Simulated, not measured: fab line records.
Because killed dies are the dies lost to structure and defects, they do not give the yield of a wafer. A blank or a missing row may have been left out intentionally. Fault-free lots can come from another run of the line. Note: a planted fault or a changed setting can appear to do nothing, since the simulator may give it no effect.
One fault through the eyes of 2 desks / flow sky130 / every desk sees just its own numbers, and what lay behind them comes last

## METROLOGY DESK
Means of the sampled wafers that have a number, per lot and without regard to the tool the lot ran on: this is what the gauges read. Marked OUT: a lot whose mean sits more than 4 standard deviations from the usual mean, which makes it out of limits; the brackets give that distance.
Columns: A = LDD_LDN_OVL at SKY_LDD_LDN_OVL_MEAS_07, usual 0.5 nm; B = SD_N_RS at SKY_SD_N_RS_MEAS_16, usual 68.52 ohm/sq; C = LI_CONTACT_OVL at SKY_LI_CONTACT_OVL_MEAS_13, usual -1 nm
lot=L293; first seen here=day 22 23:59; A=-0.6; B=68.50; C=6
lot=L296; first seen here=day 23 13:03; A=1.4; B=68.58; C=-1
lot=L294; first seen here=day 23 13:40; A=-1.5; B=68.66; C=2
lot=L297; first seen here=day 24 02:22; A=0.1; B=68.51; C=5
lot=L298; first seen here=day 24 03:55; A=0.2; B=68.60; C=-2
lot=L300; first seen here=day 25 15:40; A=-0.6; B=68.24; C=-4
lot=L307; first seen here=day 27 23:57; A=1.4; B=68.60; C=-3
lot=L308; first seen here=day 28 06:34; A=1.3; B=70.31 (+11) OUT; C=-2
lot=L309; first seen here=day 28 18:22; A=0.1; B=68.33; C=-2
lot=L310; first seen here=day 28 18:58; A=0.4; B=70.34 (+11) OUT; C=-1
lot=L311; first seen here=day 28 22:57; A=0.0; B=68.72; C=-2
lot=L312; first seen here=day 29 09:00; A=1.8; B=68.57; C=-9
lot=L314; first seen here=day 30 03:28; A=-0.5; B=68.30; C=0
Finding of this desk: L308, L310 out of limits, first seen on L308 at day 32 19:08 (SD_N_RS at SKY_SD_N_RS_MEAS_16). L293, L296, L294, L297, L298, L300, L307, L309, L311, L312, L314: within limits.

## DESK OF THE TOOL OWNER: implanter-01
The tool's own readings at SKY_SD_N_IMPLANT_10: means of the sampled wafers that have a number, for each lot that ran on this tool. Marked OUT: a lot whose mean sits more than 4 standard deviations from the usual mean, which makes it out of limits; the brackets give that distance.
Columns: A = dose-ions-cm2 at SKY_SD_N_IMPLANT_10, usual 1.0004e+14; B = faraday-current-uA at SKY_SD_N_IMPLANT_10, usual 508
lot=L297; first seen here=day 28 23:44; A=1.0011e+14; B=504
lot=L307; first seen here=day 32 12:28; A=1.0009e+14; B=513
lot=L308; first seen here=day 32 18:36; A=9.9733e+12 (-99 or more) OUT; B=56 (-13) OUT
lot=L310; first seen here=day 33 09:23; A=9.8700e+12 (-99 or more) OUT; B=57 (-13) OUT
This desk finds L308, L310 out of limits, L308 being first, at day 32 18:36 (dose-ions-cm2 at SKY_SD_N_IMPLANT_10). L297, L307: within limits.

## BROUGHT TOGETHER
An alarm could have come from the tool owner's desk at day 32 18:36, on L308, L310.
An alarm was possible from the metrology desk at day 32 19:08, on L308, L310.
Every lot named ran SKY_SD_N_IMPLANT_10 on implanter-01.

## WHAT HAD BEEN PUT IN BY THE SIMULATOR
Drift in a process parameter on implanter-01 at SKY_SD_N_IMPLANT_10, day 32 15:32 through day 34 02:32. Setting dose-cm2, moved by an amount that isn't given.
Shown lots that were struck: L308, L310.
Counting hours from when the fault started, the first reading out of limits came at 3 for the tool owner's desk and at 4 for the metrology desk.
